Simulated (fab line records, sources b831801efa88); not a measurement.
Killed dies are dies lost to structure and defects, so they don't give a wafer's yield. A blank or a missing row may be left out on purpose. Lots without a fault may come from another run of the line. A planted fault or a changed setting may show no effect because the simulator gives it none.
Tool commonality check | flow sky130 | 11 lots, 33 wafers sampled

WHY IT WAS OPENED
At SKY_LI_CONTACT_THK_MEAS_01 the reading LI_CONTACT_HDPCVD_THK is flagged on 2 of 11 lots. Wafers without a fault read 936 nm, standard deviation 9.2.
Rule: a lot is flagged when every wafer of it that has a number lies more than 4 standard deviations from that mean, or none has a number. The other lots count as sound.

lot  | measured     | on            | LI_CONTACT_HDPCVD_THK (nm), wafer by wafer | flag
L235 | day 28 00:35 | film_metro-03 | 940 938 933                                |
L237 | day 29 00:55 | film_metro-01 | 949 936 939                                |
L238 | day 29 17:44 | film_metro-01 | 943 949 936                                |
L240 | day 29 18:15 | film_metro-03 | 935 935 935                                |
L243 | day 31 08:24 | film_metro-03 | 936 950 946                                |
L244 | day 31 17:03 | film_metro-02 | 934 927 932                                |
L246 | day 32 03:23 | film_metro-03 | 1130 1124 1126                             | FLAGGED
L247 | day 32 10:51 | film_metro-01 | 1115 1114 1120                             | FLAGGED
L250 | day 34 06:28 | film_metro-02 | 928 933 939                                |
L256 | day 35 07:22 | film_metro-03 | 938 915 918                                |
L257 | day 35 12:39 | film_metro-03 | 932 940 930                                |
The numbers of the flagged lots are 1122 nm on average: +186 nm against the usual, or +20 standard deviations.

WHICH TOOL RAN EACH LOT
The record holds 3 process steps before the reading, out of a route of 708 steps. In each cell: the tool, then ch and the chambers that the sampled wafers went through, then the start.
lot  | flag    | SKY_RES_XHIGH_STRIP_08               | SKY_SD_N_RTA_14                  | SKY_LI_CONTACT_HDPCVD_00
L235 |         | plasma_asher-02 ch 0,1, day 26 18:35 | rtp_anneal-01 ch 0, day 27 23:55 | hdpcvd-01 ch 0,2, day 28 00:28
L237 |         | plasma_asher-01 ch 0,1, day 27 18:53 | rtp_anneal-01 ch 0, day 29 00:16 | hdpcvd-02 ch 0,1, day 29 00:48
L238 |         | plasma_asher-03 ch 0,1, day 28 11:44 | rtp_anneal-02 ch 0, day 29 17:05 | hdpcvd-01 ch 0,1,2, day 29 17:38
L240 |         | plasma_asher-01 ch 0,1, day 28 12:50 | rtp_anneal-01 ch 0, day 29 17:35 | hdpcvd-02 ch 0,1, day 29 18:08
L243 |         | plasma_asher-03 ch 0,1, day 30 02:50 | rtp_anneal-01 ch 0, day 31 07:45 | hdpcvd-01 ch 0,1,2, day 31 08:18
L244 |         | plasma_asher-02 ch 0,1, day 30 11:41 | rtp_anneal-02 ch 0, day 31 16:20 | hdpcvd-02 ch 0,1, day 31 16:57
L246 | FLAGGED | plasma_asher-01 ch 0,1, day 30 21:53 | rtp_anneal-02 ch 0, day 32 02:44 | hdpcvd-02 ch 0,1,2, day 32 03:19
L247 | FLAGGED | plasma_asher-02 ch 0,1, day 31 06:29 | rtp_anneal-01 ch 0, day 32 10:11 | hdpcvd-02 ch 0,2, day 32 10:44
L250 |         | plasma_asher-03 ch 0,1, day 33 01:45 | rtp_anneal-01 ch 0, day 34 05:49 | hdpcvd-01 ch 0,1,2, day 34 06:22
L256 |         | plasma_asher-01 ch 0,1, day 34 03:35 | rtp_anneal-02 ch 0, day 35 06:41 | hdpcvd-02 ch 1,2, day 35 07:16
L257 |         | plasma_asher-01 ch 0,1, day 34 08:39 | rtp_anneal-02 ch 0, day 35 12:00 | hdpcvd-01 ch 0,1,2, day 35 12:33
What these steps do:
- SKY_RES_XHIGH_STRIP_08: strips in O2/N2.
- SKY_SD_N_RTA_14: time 2 s.
- SKY_LI_CONTACT_HDPCVD_00: deposits PSG, target thk 930 nm, time 155 s.
- SKY_LI_CONTACT_THK_MEAS_01

FLAGGED OVER TOTAL, TOOL BY TOOL (the gauges that took the reading come last)
step                       | tool            | lots run | flagged | share of the flagged lots | sound lots run after its first flagged lot
SKY_RES_XHIGH_STRIP_08     | plasma_asher-01 | 5        | 1       | some                      | 2 (L256,L257)
SKY_RES_XHIGH_STRIP_08     | plasma_asher-02 | 3        | 1       | some                      | 0
SKY_RES_XHIGH_STRIP_08     | plasma_asher-03 | 3        | 0       | none                      | -
SKY_SD_N_RTA_14            | rtp_anneal-01   | 6        | 1       | some                      | 1 (L250)
SKY_SD_N_RTA_14            | rtp_anneal-02   | 5        | 1       | some                      | 2 (L256,L257)
SKY_LI_CONTACT_HDPCVD_00   | hdpcvd-01       | 5        | 0       | none                      | -
SKY_LI_CONTACT_HDPCVD_00   | hdpcvd-02       | 6        | 2       | all                       | 1 (L256)
SKY_LI_CONTACT_THK_MEAS_01 | film_metro-01   | 3        | 1       | some                      | 0
SKY_LI_CONTACT_THK_MEAS_01 | film_metro-02   | 2        | 0       | none                      | -
SKY_LI_CONTACT_THK_MEAS_01 | film_metro-03   | 6        | 1       | some                      | 2 (L256,L257)

WHAT THE TABLE ALLOWS
1 row of the table ran every flagged lot: hdpcvd-02 at SKY_LI_CONTACT_HDPCVD_00.
- hdpcvd-02 at SKY_LI_CONTACT_HDPCVD_00: 2 of its 6 lots flagged. Sound lots ran on it after the first flagged one (L256), which a lasting fault on the whole tool wouldn't allow. Its own readings lie more than 4 standard deviations out on every wafer of the flagged lots: sih4_flow_sccm.
No row of the table ran every flagged lot and no sound lot after the first.

WHAT THE SIMULATOR HAD PUT IN
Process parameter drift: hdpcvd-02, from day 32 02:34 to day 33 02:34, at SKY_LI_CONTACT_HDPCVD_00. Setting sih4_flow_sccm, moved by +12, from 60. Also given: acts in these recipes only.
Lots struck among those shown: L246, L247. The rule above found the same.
